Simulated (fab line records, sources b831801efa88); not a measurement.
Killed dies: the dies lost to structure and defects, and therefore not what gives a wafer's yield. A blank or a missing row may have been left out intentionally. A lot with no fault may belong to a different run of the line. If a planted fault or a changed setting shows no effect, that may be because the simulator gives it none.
Which tool is to blame? + flow gf180mcu + 13 lots with 39 wafers sampled at 3 steps, on a route of 602 steps

## WHAT EACH GAUGE READ, for each wafer
GF_V5_RS_MEAS_24: a four-point-probe measurement. Usual: for V5_W_RS the level is 0.328 ohm/sq and the standard deviation is 0.0041.
| lot  | measured     | on            | V5_W_RS (ohm/sq)  | flag |
|------|--------------|---------------|-------------------|------|
| L441 | day 27 05:28 | film_metro-02 | 0.334 0.333 0.323 |      |
| L442 | day 27 17:00 | film_metro-02 | 0.332 0.326 0.326 |      |
| L443 | day 27 21:04 | film_metro-04 | 0.323 0.325 0.336 |      |
| L445 | day 28 12:35 | film_metro-02 | 0.320 0.322 0.327 |      |
| L446 | day 28 19:23 | film_metro-03 | 0.324 0.330 0.326 |      |
| L447 | day 29 01:17 | film_metro-02 | 0.326 0.324 0.335 |      |
| L451 | day 30 12:18 | film_metro-03 | 0.325 0.322 0.327 |      |
| L452 | day 30 14:05 | film_metro-03 | 0.323 0.335 0.323 |      |
| L457 | day 31 20:23 | film_metro-03 | 0.330 0.332 0.329 |      |
| L461 | day 32 20:53 | film_metro-03 | 0.328 0.329 0.330 |      |
| L462 | day 33 01:29 | film_metro-02 | 0.327 0.328 0.323 |      |
| L463 | day 33 12:54 | film_metro-04 | 0.329 0.327 0.327 |      |
| L464 | day 33 16:00 | film_metro-04 | 0.328 0.329 0.331 |      |

## EACH LOT AND THE TOOL THAT RAN IT (in order: tool; ch and the chambers of the sampled wafers; start)
| lot  | GF_V4_CVD_02                    | GF_V5_SPUTTER_21             |
|------|---------------------------------|------------------------------|
| L441 | pecvd-03 ch 0,1,2, day 23 11:01 | pvd_sputter-03, day 27 05:15 |
| L442 | pecvd-03 ch 1,2, day 24 00:26   | pvd_sputter-04, day 27 16:44 |
| L443 | pecvd-03 ch 1,2, day 24 03:50   | pvd_sputter-03, day 27 20:50 |
| L445 | pecvd-03 ch 0,2, day 24 21:44   | pvd_sputter-04, day 28 12:22 |
| L446 | pecvd-04 ch 1,2, day 25 03:46   | pvd_sputter-03, day 28 19:10 |
| L447 | pecvd-03 ch 0,1,2, day 25 09:53 | pvd_sputter-04, day 29 01:02 |
| L451 | pecvd-04 ch 1,2, day 27 00:59   | pvd_sputter-03, day 30 12:02 |
| L452 | pecvd-02 ch 0,1, day 27 03:52   | pvd_sputter-04, day 30 13:51 |
| L457 | pecvd-02 ch 1,2, day 28 15:22   | pvd_sputter-03, day 31 20:10 |
| L461 | pecvd-04 ch 1,2, day 29 17:37   | pvd_sputter-02, day 32 20:40 |
| L462 | pecvd-03 ch 0,1,2, day 29 21:46 | pvd_sputter-03, day 33 01:14 |
| L463 | pecvd-02 ch 1,2, day 30 12:47   | pvd_sputter-04, day 33 12:41 |
| L464 | pecvd-02 ch 0,1,2, day 30 15:46 | pvd_sputter-04, day 33 15:47 |
- GF_V4_CVD_02: deposits SiO2 from TEOS, target thk 850 nm, time 94.851 s.
- GF_V5_SPUTTER_21: material Ti, target thk 15 nm, time 80.02 s.

## WHAT THE TOOLS THEMSELVES READ (means of the sampled wafers that have a number; where no wafer has one, the mark that the record gives instead)
GF_V4_CVD_02. Usual: heater_power_outer_w 379 W, standard deviation 51; heater_power_w 653 W, standard deviation 71.
| lot  | tool     | heater_power_outer_w (W) | heater_power_w (W) | flag |
|------|----------|--------------------------|--------------------|------|
| L441 | pecvd-03 | 388                      | 668                |      |
| L442 | pecvd-03 | 313                      | 600                |      |
| L443 | pecvd-03 | 364                      | 667                |      |
| L445 | pecvd-03 | 385                      | 652                |      |
| L446 | pecvd-04 | 344                      | 631                |      |
| L447 | pecvd-03 | 374                      | 647                |      |
| L451 | pecvd-04 | 407                      | 691                |      |
| L452 | pecvd-02 | 376                      | 602                |      |
| L457 | pecvd-02 | 415                      | 705                |      |
| L461 | pecvd-04 | 413                      | 686                |      |
| L462 | pecvd-03 | 374                      | 648                |      |
| L463 | pecvd-02 | 415                      | 705                |      |
| L464 | pecvd-02 | 400                      | 677                |      |

GF_V5_SPUTTER_21. Usual: cathode_dc_power_W 2499.9 W, standard deviation 0.46; chamber_pressure_pa 4.999 Pa, standard deviation 0.0089; throttle_valve_pct 29.8 %, standard deviation 0.72.
| lot  | tool           | cathode_dc_power_W (W) | chamber_pressure_pa (Pa) | throttle_valve_pct (%) | flag |
|------|----------------|------------------------|--------------------------|------------------------|------|
| L441 | pvd_sputter-03 | 2499.5                 | 4.988                    | 28.9                   |      |
| L442 | pvd_sputter-04 | 2500.2                 | 4.992                    | 30.1                   |      |
| L443 | pvd_sputter-03 | 2499.6                 | 5.002                    | 30.0                   |      |
| L445 | pvd_sputter-04 | 2500.0                 | 4.994                    | 30.8                   |      |
| L446 | pvd_sputter-03 | 2499.9                 | 5.006                    | 29.3                   |      |
| L447 | pvd_sputter-04 | 2499.6                 | 4.998                    | 30.3                   |      |
| L451 | pvd_sputter-03 | 2500.1                 | 4.994                    | 29.4                   |      |
| L452 | pvd_sputter-04 | 2500.7                 | 4.996                    | 30.4                   |      |
| L457 | pvd_sputter-03 | 2499.7                 | 4.999                    | 29.4                   |      |
| L461 | pvd_sputter-02 | 2500.5                 | 5.003                    | 29.4                   |      |
| L462 | pvd_sputter-03 | 2499.8                 | 5.006                    | 28.9                   |      |
| L463 | pvd_sputter-04 | 2499.8                 | 5.015                    | 30.2                   |      |
| L464 | pvd_sputter-04 | 2499.7                 | 5.001                    | 29.9                   |      |

## THE ANSWER, worked out from the rows above alone
Rule: a lot counts as off when the mean over its wafers that have a number is more than 3 standard deviations away from the usual mean. A lot without any number at a reading at which 4 lots or more have one is off too. All remaining lots with rows at the step are treated as sound. First the gauges in route order, then the tools' own readings, where a lot's mean is used as printed above. The first step at which some lot is off is used, and at that step the reading that is off furthest; a lot without a number counts as furthest.
None of the lots is off at any reading shown; this tells nothing.

## WHAT THE SIMULATOR HAD INSERTED
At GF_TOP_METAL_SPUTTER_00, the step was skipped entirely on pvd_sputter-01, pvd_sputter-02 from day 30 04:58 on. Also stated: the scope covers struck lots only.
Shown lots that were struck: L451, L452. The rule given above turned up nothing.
